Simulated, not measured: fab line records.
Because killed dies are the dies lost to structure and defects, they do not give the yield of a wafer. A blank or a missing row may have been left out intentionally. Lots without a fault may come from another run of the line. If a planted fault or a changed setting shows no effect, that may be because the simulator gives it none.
Problem report, 8D (eight disciplines) form, completed by code ; flow gf180mcu ; the parts of the form that need people (team, actions taken, sign-off) are left out

## 1. THE ISSUE
Wafers free of any fault read 0.381 ohm/sq (standard deviation 0.0037) for CONTACT_W_RS at GF_CONTACT_RS_MEAS_25, against a mean of 0.324 ohm/sq on 9 wafers of 3 lots. Measured from the usual mean, that is -15 standard deviations.
The step: measures by four-point-probe.
First seen on wafer L572.1, day 21 00:23, on filmMetro-01. The record has a number at this step for 33 wafers belonging to 11 lots. Rule for "out" (also "out of limits"): further than 4 standard deviations from the usual mean. The rest of the wafers with a number are treated as sound.

## 2. WHAT IT IS; WHAT IT IS NOT
question;is;is not
which readings at this step;CONTACT_W_RS;-
which lots;L572, L574, L575;L560, L568, L570, L571, L573, L578, L580, L582
which wafers of those lots;all that have a number;-
read on which gauges;filmMetro-01, filmMetro-03;filmMetro-02
when;from day 21 00:23;"up to then (12 sound wafers); but 12 sound wafers of L573, L578, L580, L582 came after"

## 3. THE SUSPECTS, EACH WITH WHAT RULES IT OUT
Counting: a tool stays on the suspect list if, at a process step up to the reading, it processed all lots that are out and no sound lot following the first of them.
- the gauge at GF_CONTACT_RS_MEAS_25: ruled out. The wafers that are out were read on 2 gauges (filmMetro-01, filmMetro-03).
- cvdW-01 at GF_CONTACT_CVD_24 (deposits W, target thk 300 nm, time 90.339 s): kept. Every lot that is out went through it, starting with L572 (day 21 00:17), and after that it ran no sound lot; the last sound lot it ran before then is L571 (day 20 14:22).
After counting, what remains is cvdW-01 at GF_CONTACT_CVD_24.

## 4. THE CAUSE (what the simulator had put in)
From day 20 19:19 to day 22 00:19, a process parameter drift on cvdW-01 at GF_CONTACT_CVD_24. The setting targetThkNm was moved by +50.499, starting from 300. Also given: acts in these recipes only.
Only this tool survived the counting.

## 5. THE CHAIN OF EFFECTS, in route order
One row per reading whose mean, taken over the struck wafers that have a number, lies over 3 standard deviations from the usual. Readings are gone through only where the record gives a usual standard deviation; hours: the median, over the lots, of the time from a lot's start at the first step in this table giving one to that lot's start at this step; sigmas: the change measured in usual standard deviations.
hours;step;reading;usual;on struck wafers;change;sigmas
0;GF_CONTACT_RS_MEAS_25;CONTACT_W_RS;0.381 ohm/sq;0.324;-0.057;-15
0;GF_CONTACT_THK_MEAS_26;CONTACT_W_THK;309 nm;362;+53;+12
0;GF_CONTACT_CMP_27;timeToEndpointS;73.3 s;85.8;+12.5;+4.8
The process steps in it:
- GF_CONTACT_CMP_27: polishes, stops on SiO2, t overpolish 15 s, target thk 0 nm.

## 6. HOW IT WOULD HAVE BEEN CAUGHT EARLIER
5 hours passed between the start of the fault at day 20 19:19 and the first reading out of limits at a measuring or inspecting step in this record, taken at day 21 00:23.
Of the tool readings at GF_CONTACT_CVD_24 for which the record gives a usual standard deviation, none was out on any struck wafer, so an alarm limit of 4 standard deviations on them would not have fired.
Lots out: 3; of these, L574, L575 started GF_CONTACT_CVD_24 on cvdW-01 after day 21 00:23. A hold on the tool at that time would have spared those 2.
